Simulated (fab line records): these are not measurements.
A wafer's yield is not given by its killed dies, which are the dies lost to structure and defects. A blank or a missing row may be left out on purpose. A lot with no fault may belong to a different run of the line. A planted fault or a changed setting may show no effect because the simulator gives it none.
Which tool did it?    flow sky130    12 lots, 36 wafers sampled, at 2 steps of a route of 708

## WHAT THE GAUGES SHOWED, per wafer
SKY_VIA2_THK_MEAS_23: measures by xrf.
lot   measured      on            VIA2_W_THK (nm)
L075  day 37 18:23  filmMetro-03  430 434 435
L077  day 39 05:50  filmMetro-02  405 429 423
L079  day 39 18:53  filmMetro-02  425 423 417
L081  day 40 09:01  filmMetro-01  404 425 408
L083  day 41 02:37  filmMetro-02  419 408 416
L085  day 41 19:49  filmMetro-01  419 420 416
L087  day 42 07:38  filmMetro-01  429 433 416
L089  day 42 16:25  filmMetro-01  413 426 416
L091  day 43 15:40  filmMetro-02  425 412 417
L092  day 44 00:37  filmMetro-01  425 427 412
L095  day 44 13:01  filmMetro-02  425 430 426
L097  day 44 21:37  filmMetro-03  430 425 422

## WHICH TOOL RAN EACH LOT (tool, then ch and the chambers of the sampled wafers, then the start)
lot   SKY_METAL2_STRIP_20
L075  plasmaAsher-03 ch 0,1, day 36 11:29
L077  plasmaAsher-03 ch 0,1, day 37 21:43
L079  plasmaAsher-03 ch 0,1, day 38 10:26
L081  plasmaAsher-01 ch 0,1, day 39 01:11
L083  plasmaAsher-01 ch 0,1, day 39 20:06
L085  plasmaAsher-02 ch 0,1, day 40 14:41
L087  plasmaAsher-01 ch 0,1, day 41 03:25
L089  plasmaAsher-01 ch 0, day 41 13:08
L091  plasmaAsher-03 ch 0,1, day 42 13:23
L092  plasmaAsher-01 ch 0,1, day 42 21:56
L095  plasmaAsher-03 ch 0,1, day 43 10:35
L097  plasmaAsher-02 ch 0,1, day 43 20:17
- SKY_METAL2_STRIP_20: strips in O2/N2.

## THE ANSWER, worked out from the rows above alone
Rule: the lots themselves supply what counts as usual. Put in order of their means at a reading, lots are off if they are a third of the lots or fewer, leave a main group of 4 or more, and stand apart from it by a gap of 3 or more times the standard deviation of the main group's means; of several such gaps the widest counts. The tables above print the reading to a certain number of digits; a main group whose means all agree to those digits is not used. Also off: a lot with no number at a reading for which 4 or more lots have one. Any other lot the step has rows for is counted as sound.
No lot is off at any reading shown: from this, nothing can be told.

## WHAT THE SIMULATOR HAD PUT IN
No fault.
